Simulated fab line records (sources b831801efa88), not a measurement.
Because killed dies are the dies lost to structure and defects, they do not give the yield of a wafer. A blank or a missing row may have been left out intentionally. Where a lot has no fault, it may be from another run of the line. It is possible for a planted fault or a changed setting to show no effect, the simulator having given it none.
A single fault, viewed from 2 desks	flow sky130	each desk holds nothing but its own numbers, with what lay behind them at the end

## FOR THE TOOL OWNER'S DESK: pecvd-02
The tool's own readings at SKY_CAPM_CVD_00 (deposits SiO2, target thk 15.5 nm): means of the sampled wafers that have a number, for each lot that ran on this tool. Any lot whose mean is over 4 standard deviations away from the usual mean is out of limits and marked OUT; that distance is given in the brackets.
Columns: A = heater power outer w at SKY_CAPM_CVD_00, usual 440 W; B = heater power w at SKY_CAPM_CVD_00, usual 736 W
lot	first seen here	A	B
L758	day 38 03:43	353	631
L760	day 38 08:43	426	723
L762	day 38 17:04	448	722
L771	day 41 08:08	367	678
L773	day 42 06:17	516	789
L774	day 42 14:01	390	688
This desk's finding: nothing out of limits on any of the 6 lots.

## METROLOGY DESK
Means of the sampled wafers that have a number, per lot and without regard to the tool the lot ran on: this is what the gauges read. Any lot whose mean is over 4 standard deviations away from the usual mean is out of limits and marked OUT; that distance is given in the brackets.
Columns: A = VIA2_HDPCVD_THK at SKY_VIA2_THK_MEAS_01, usual 1180 nm; B = VIA2_BOW at SKY_VIA2_BOW_MEAS_03, usual 85 um; C = CAPM_CVD_00_THK at SKY_CAPM_THK_MEAS_01, usual 15.50 nm; D = CAPM_TIN_THK at SKY_CAPM_THK_MEAS_04, usual 202.1 nm
lot	first seen here	A	B	C	D
L757	day 36 20:51	1183	88	15.46	200.7
L758	day 36 23:29	1175	86	15.39	200.7
L756	day 36 23:50	1182	88	15.33	202.3
L760	day 37 04:30	1176	87	15.50	205.7
L761	day 37 11:21	1178	90	15.57	203.6
L762	day 37 12:37	1165	87	15.50	202.2
L763	day 37 20:20	1161	78	15.49	206.9
L768	day 39 14:08	1176	90	15.74	200.2
L771	day 40 04:32	1190	78	20.08 (+22) OUT	200.9
L773	day 41 04:27	1174	85	20.13 (+22) OUT	205.2
L774	day 41 12:34	1174	83	20.05 (+22) OUT	200.8
L776	day 41 16:30	1179	81	15.48	201.4
L777	day 41 21:41	1189	83	15.40	199.4
Finding of this desk: L771, L773, L774 out of limits, first seen on L771 at day 41 08:10 (CAPM_CVD_00_THK at SKY_CAPM_THK_MEAS_01). In limits: L757, L758, L756, L760, L761, L762, L763, L768, L776, L777.

## BROUGHT TOGETHER
On L771, L773, L774, the metrology desk was in a position to raise an alarm at day 41 08:10.
Nothing out of limits was seen by the tool owner's desk.
On record at the tool owner's desk: L771, L773, L774, within its limits.
On pecvd-02, each named lot ran SKY_CAPM_CVD_00.

## WHAT HAD BEEN PUT IN BY THE SIMULATOR
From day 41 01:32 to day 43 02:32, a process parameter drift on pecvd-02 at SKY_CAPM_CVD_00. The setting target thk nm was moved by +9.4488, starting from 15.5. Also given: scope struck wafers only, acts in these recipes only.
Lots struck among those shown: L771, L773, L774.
Delay in hours, fault start to first out-of-limits reading, per desk: metrology desk 7.
